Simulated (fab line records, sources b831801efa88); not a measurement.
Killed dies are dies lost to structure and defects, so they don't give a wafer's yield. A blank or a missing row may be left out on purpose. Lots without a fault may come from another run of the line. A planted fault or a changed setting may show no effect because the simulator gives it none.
One fault seen from 2 desks | flow gf180mcu | each desk has only its own numbers; what lay behind them comes last

THE METROLOGY DESK
What the gauges read, lot by lot, whatever tool the lot ran on: means of the sampled wafers that have a number. A lot is out of limits, marked OUT, if its mean lies more than 4 standard deviations from the usual mean; the brackets give that distance.
Columns: A = V1_W_RS at GF_V1_RS_MEAS_24, usual 0.327 ohm/sq; B = M2_OVL at GF_M2_OVL_MEAS_15, usual -1 nm
lot  | first seen here | A     | B
L804 | day 18 03:01    | 0.330 | 4
L805 | day 18 12:28    | 0.331 | 0
L806 | day 18 13:20    | 0.324 | 3
L807 | day 19 07:22    | 0.332 | 8
L809 | day 20 15:16    | 0.322 | 1
L814 | day 22 18:28    | 0.344 | -1
L815 | day 22 21:23    | 0.325 | -4
L821 | day 23 22:52    | 0.328 | -2
L820 | day 24 04:05    | 0.334 | 2
L822 | day 24 11:27    | 0.337 | -5
L823 | day 24 18:05    | 0.322 | -7
L826 | day 25 11:44    | 0.325 | 0
L827 | day 25 20:49    | 0.322 | -7
This desk's finding: nothing out of limits on any of the 13 lots.

THE TOOL OWNER'S DESK: cvd_w-01
The tool's own readings at GF_V1_CVD_23 (deposits W, target thk 350 nm, time 105.05 s): means of the sampled wafers that have a number, for each lot that ran on this tool. A lot is out of limits, marked OUT, if its mean lies more than 4 standard deviations from the usual mean; the brackets give that distance.
Columns: A = heater_power_w at GF_V1_CVD_23, usual 839 W
lot  | first seen here | A
L806 | day 18 13:13    | 897
L814 | day 22 18:21    | 830
L827 | day 25 20:41    | 977
This desk's finding: nothing out of limits on any of the 3 lots.

PUT TOGETHER
The metrology desk saw nothing out of limits.
The tool owner's desk saw nothing out of limits.

WHAT THE SIMULATOR HAD PUT IN
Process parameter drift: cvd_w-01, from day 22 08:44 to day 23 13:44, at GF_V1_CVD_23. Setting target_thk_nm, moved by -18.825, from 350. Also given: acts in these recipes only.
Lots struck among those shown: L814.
